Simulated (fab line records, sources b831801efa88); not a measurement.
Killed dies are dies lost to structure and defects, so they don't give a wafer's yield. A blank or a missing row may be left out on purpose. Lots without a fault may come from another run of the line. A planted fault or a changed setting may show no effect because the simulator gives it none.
Problem report in the 8D (eight disciplines) form, filled by code | flow gf180mcu | the parts of the form that need people (team, actions taken, sign-off) are left out

1. THE PROBLEM
tube_center_temp_C at GF_DUAL_GATE_OXIDATION_02 reads a mean of 896.39 C on 9 wafers of 3 lots; wafers without a fault read 899.99 C with a standard deviation of 0.085. That is -42 standard deviations from the usual mean.
The step: stabilise 600 s, purge 300 s, target thk 10.887 nm.
First seen on wafer L676.1, day 9 18:34, on furnace-02. The record holds 42 wafers of 14 lots with a number at this step. Rule for "out", or "out of limits": more than 4 standard deviations from the usual mean. The other wafers with a number count as sound.

2. WHAT IT IS AND WHAT IT IS NOT
question                    | is                                         | is not
which readings at this step | tube_center_temp_C, tube_center_temp_C_max | zone_power_bottom_pct
which lots                  | L676, L677, L678                           | L670, L671, L674, L680, L685, L688, L689, L690, L691, L692, L693
which wafers of those lots  | all that have a number                     | -
read on which tools         | furnace-02                                 | furnace-01
when                        | from day 9 18:34                           | up to then (9 sound wafers); but 24 sound wafers of L680, L685, L688, L689, L690, L691, L692, L693 came after

3. SUSPECTS, AND WHAT RULES EACH OUT
Counting: a tool at a process step up to the reading stays a suspect if it ran every lot that is out and no sound lot after the first of them.
- furnace-02 at GF_DUAL_GATE_OXIDATION_02 (stabilise 600 s, purge 300 s, target thk 10.887 nm): ruled out as a lasting fault. Sound lots L688, L689, L692 ran on it after its first lot that is out, L676 (day 9 18:34).
Left after counting: nothing in the record.

4. THE CAUSE (what the simulator had put in)
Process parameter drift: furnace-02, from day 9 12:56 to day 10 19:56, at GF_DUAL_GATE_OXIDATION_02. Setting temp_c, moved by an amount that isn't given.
Counting ruled it out, wrongly.

5. THE CHAIN OF EFFECTS, in route order
Each row: a reading whose mean over the struck wafers that have a number lies more than 3 standard deviations from the usual. Only readings for which the record gives a usual standard deviation are gone through. hours: the time from each lot's start at the first step in this table that gives one to its start at this step, as a median over the lots. sigmas: the change in usual standard deviations.
hours | step                      | reading                | usual    | on struck wafers | change | sigmas
0     | GF_DUAL_GATE_OXIDATION_02 | spike_tc_centre_C      | 900.7 C  | 897.2            | -3.5   | -3.6
0     | GF_DUAL_GATE_OXIDATION_02 | spike_tc_top_C         | 907.8 C  | 904.3            | -3.5   | -3.2
0     | GF_DUAL_GATE_OXIDATION_02 | tube_center_temp_C     | 899.99 C | 896.39           | -3.60  | -42
0     | GF_DUAL_GATE_OXIDATION_02 | tube_center_temp_C_max | 902.3    | 899.0            | -3.3   | -9.1
The process steps in it:
- GF_DUAL_GATE_OXIDATION_02: stabilise 600 s, purge 300 s, target thk 10.887 nm.
Later measuring or inspecting steps at which every struck wafer that the step has a row for has a number for every such reading, and none has moved that far: GF_SAB_CD_MEAS_09.

6. WHAT WOULD HAVE CAUGHT IT SOONER
In this record the first reading out of limits was taken at day 9 18:34, 6 hours after the fault began at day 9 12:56.
